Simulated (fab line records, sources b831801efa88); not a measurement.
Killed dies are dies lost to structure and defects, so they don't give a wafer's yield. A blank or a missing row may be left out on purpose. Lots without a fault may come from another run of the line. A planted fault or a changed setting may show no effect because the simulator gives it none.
A struck lot beside a sound one | flow sfq_line | 20 steps out of a route of 325
Sound: wafers L694.2, L694.3, L694.6. Struck: wafers L699.1, L699.2. (L699.5 of the same lot was not struck and is left out.) The cause comes at the end.
At each step with rows: each side's tool, then ch and its chambers, then its first start. Under that, the readings that differ: sound wafers | struck wafers | difference of the means | sigmas: that difference in standard deviations of wafers without a fault.
alike: readings whose means differ by less than 2 such deviations, and words and numbers that are the same on both sides. not compared: withheld readings, readings that some wafer has no value for, bounds like >300 that may hide the same value, and numbers for which the record gives no deviation and whose values overlap.
The two part at a step that has a row with sigmas, a row that says differs or no value, or rows on one side only. Numbers that don't overlap but have no deviation are shown without sigmas and don't part them. A reading that every wafer of one side lacks parts them only if that side has two wafers or more.

first, 2 steps without rows for these wafers: SFQ_TRILAYER_I2_VIA_LITHO_PEB_070 (peb time 60 s); SFQ_TRILAYER_I2_VIA_LITHO_DEVELOP_069 (time 60 s).
SFQ_I2_OVL_MEAS_918:
  sound on overlay-02, day 43 23:05; struck on overlay-02, day 45 13:29
  alike: I2_OVL
SFQ_TRILAYER_I2_VIA_BARC_OPEN_VIA_ETCH_096: etches BARC in O2, target depth 125 nm, time 41.7 s.
  sound on rie_diel-04 ch 0,2, day 43 23:07; struck on rie_diel-04 ch 0,2, day 45 13:31
  alike: drypump_motor_current_A, oes_product_au
  not compared: rf_hours_counter_h
SFQ_TRILAYER_I2_VIA_ETCH_VIA_ETCH_070: etches SiO2 in CHF3, stops on Nb, target depth 260 nm.
  sound on rie_diel-04 ch 0,2, day 43 23:10; struck on rie_diel-04 ch 0,2, day 45 13:34
  alike: drypump_motor_current_A, oes_product_au
SFQ_TRILAYER_I2_VIA_STRIP_STRIP_071: strips in O2.
  sound on rie_metal-04 ch 0,1, day 43 23:16; struck on rie_metal-02 ch 0,1, day 45 13:40
  reading                     | sound       | struck  | difference | sigmas
  drypump_motor_current_A (A) | 6.6 6.5 6.5 | 6.1 5.6 | -0.7       | -2
  alike: oes_product_au
  not compared: rf_hours_counter_h
then, 3 steps without rows for these wafers: SFQ_TRILAYER_I2_VIA_STRIP_SOLV_CLEAN_072 (cleans in NMP, time 600 s); SFQ_TRILAYER_M3_DEP_PRE_CLEAN_074 (time 22.5 s); SFQ_TRILAYER_M3_DEP_SPUTTER_073 (material Nb, target thk 200 nm, time 133.3 s).
SFQ_M3_RS_MEAS_919: measures by four-point-probe.
  sound on film_metro-02, day 44 00:11; struck on film_metro-03, day 45 14:47
  alike: M3_NB_RS
then, 1 step without rows for these wafers: SFQ_TRILAYER_M3_LITHO_COAT_080 (resist thk 62 nm).
SFQ_TRILAYER_M3_LITHO_COAT_075: resist thk 600 nm.
  sound on litho_track-01 ch 0, day 44 00:42; struck on litho_track-01 ch 0, day 45 15:16
  reading                                             | sound             | struck      | difference | sigmas
  model.KrF_of_TRILAYER_M3_LITHO_COAT_075.thk_nm (nm) | 598.1 599.8 599.9 | 592.6 594.4 | -5.8       |
  alike: exhaust_pa, resist_line_temp_C
then, 4 steps without rows for these wafers: SFQ_TRILAYER_M3_LITHO_SOFTBAKE_079; SFQ_TRILAYER_M3_LITHO_EXPOSE_076 (exposes mask M3, target cd 500 nm); SFQ_TRILAYER_M3_LITHO_PEB_078 (peb time 60 s); SFQ_TRILAYER_M3_LITHO_DEVELOP_077 (time 60 s).
-- the record jumps here: 6 days lie between the struck wafers' starts before and after --
SFQ_M3_OVL_MEAS_921:
  sound on overlay-01, day 50 06:41; struck on overlay-01, day 51 17:42
  alike: M3_OVL
SFQ_TRILAYER_M3_BARC_OPEN_METAL_ETCH_100: etches BARC in O2, target depth 125 nm, time 41.7 s.
  sound on rie_metal-04 ch 1, day 50 06:43; struck on rie_metal-02 ch 0, day 51 17:44
  alike: drypump_motor_current_A, oes_product_au
  not compared: rf_hours_counter_h
SFQ_TRILAYER_M3_ETCH_METAL_ETCH_078: etches Nb in Cl2/Ar, stops on SiO2, target depth 240 nm, time 120 s.
  sound on rie_metal-04 ch 1, day 50 06:46; struck on rie_metal-02 ch 0, day 51 17:52
  reading                                             | sound             | struck    | difference | sigmas
  model.KrF_of_TRILAYER_M3_LITHO_COAT_075.thk_nm (nm) | 381.8 381.1 381.8 | 376 375.8 | -6         |
  alike: drypump_motor_current_A, oes_product_au
  not compared: rf_hours_counter_h
SFQ_TRILAYER_M3_STRIP_STRIP_079: strips in O2.
  sound on rie_metal-04 ch 1, day 50 06:54; struck on rie_metal-02 ch 0, day 51 18:07
  alike: drypump_motor_current_A, oes_product_au
  not compared: rf_hours_counter_h

WHERE THEY PART
Only at SFQ_TRILAYER_I2_VIA_STRIP_STRIP_071, within this record. Later steps at which nothing parts them and some readings are alike: SFQ_M3_RS_MEAS_919, SFQ_TRILAYER_M3_LITHO_COAT_075, SFQ_M3_OVL_MEAS_921, SFQ_TRILAYER_M3_BARC_OPEN_METAL_ETCH_100, SFQ_TRILAYER_M3_ETCH_METAL_ETCH_078, SFQ_TRILAYER_M3_STRIP_STRIP_079.

WHY: what the simulator had put in
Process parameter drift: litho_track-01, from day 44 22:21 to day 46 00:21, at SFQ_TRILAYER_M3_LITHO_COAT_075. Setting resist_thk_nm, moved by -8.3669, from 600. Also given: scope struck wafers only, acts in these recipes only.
